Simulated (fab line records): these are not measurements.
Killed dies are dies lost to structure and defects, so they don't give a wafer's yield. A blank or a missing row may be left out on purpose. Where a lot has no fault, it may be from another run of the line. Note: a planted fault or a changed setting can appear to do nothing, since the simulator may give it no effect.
Chamber matching ; flow sky130 ; 4 sister chambers for SKY_POLY_CUT_ETCH_11 on rie_diel-04
The step etches Si3N4 in CF4/CH2F2/Ar, stops on poly-Si, time 42.5 s, target depth 60 nm. 14 wafers are shown with their chamber, then 6 later ones without.

## WAFERS WITH THEIR CHAMBER
wafer;chamber;drypump_motor_current_A (A);throttle_valve_pct (%);oes_product_au (a.u.)
L460.1;3;5.29;14.989;0.829
L460.3;2;5.36;14.998;0.833
L460.4;1;5.17;14.991;0.823
L461.1;1;5.17;14.984;0.824
L461.2;0;5.23;14.997;0.827
L461.5;1;5.11;14.993;0.822
L466.3;2;5.38;14.990;0.822
L466.4;0;5.24;14.993;0.832
L466.5;1;5.13;14.984;0.833
L467.1;1;5.18;14.991;0.828
L467.2;0;5.25;14.982;0.834
L467.5;2;5.36;14.996;0.837
L469.3;0;5.25;14.983;0.825
L469.5;1;5.13;14.996;0.824

SIGNATURES (means of the wafers above)
reading;chamber 0;chamber 1;chamber 2;chamber 3;scatter within a chamber
drypump_motor_current_A;5.2425;5.1483;5.3667;5.2900;0.0215
throttle_valve_pct;14.98875;14.98983;14.99467;14.98900;0.00564
oes_product_au;0.82950;0.82567;0.83067;0.82900;0.00509
Rule: for a wafer and a chamber, the distance is found by dividing, reading by reading, the gap between the wafer's reading and the chamber's mean by the reading's scatter, squaring, summing and taking the root. If the next closest chamber is less than 2 further off than the closest, the wafer can't be placed; otherwise it belongs to the closest. The scatter is the square root of a quotient: the sum, over the shown wafers, of each reading's squared deviation from its chamber's mean, divided by wafers minus chambers.

## WAFERS MISSING THEIR CHAMBER
wafer;drypump_motor_current_A (A);throttle_valve_pct (%);oes_product_au (a.u.)
L469.6;5.36;14.996;0.830
L477.1;5.23;15.015;0.832
L477.2;5.26;14.991;0.829
L477.4;5.12;14.999;0.833
L480.4;5.12;14.997;0.820
L480.5;5.23;14.996;0.824

## THE CHAMBER EACH PASSED THROUGH
wafer;from the rows above;in truth
L469.6;2;2
L477.1;can't be placed: 0 or 3 or 1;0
L477.2;can't be placed: 0 or 3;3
L477.4;1;1
L480.4;1;1
L480.5;can't be placed: 0 or 3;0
3 of 6 placed correctly. Can't be placed from these rows: 3 (the true chamber is among the candidates in 3). Wrongly placed: 0.
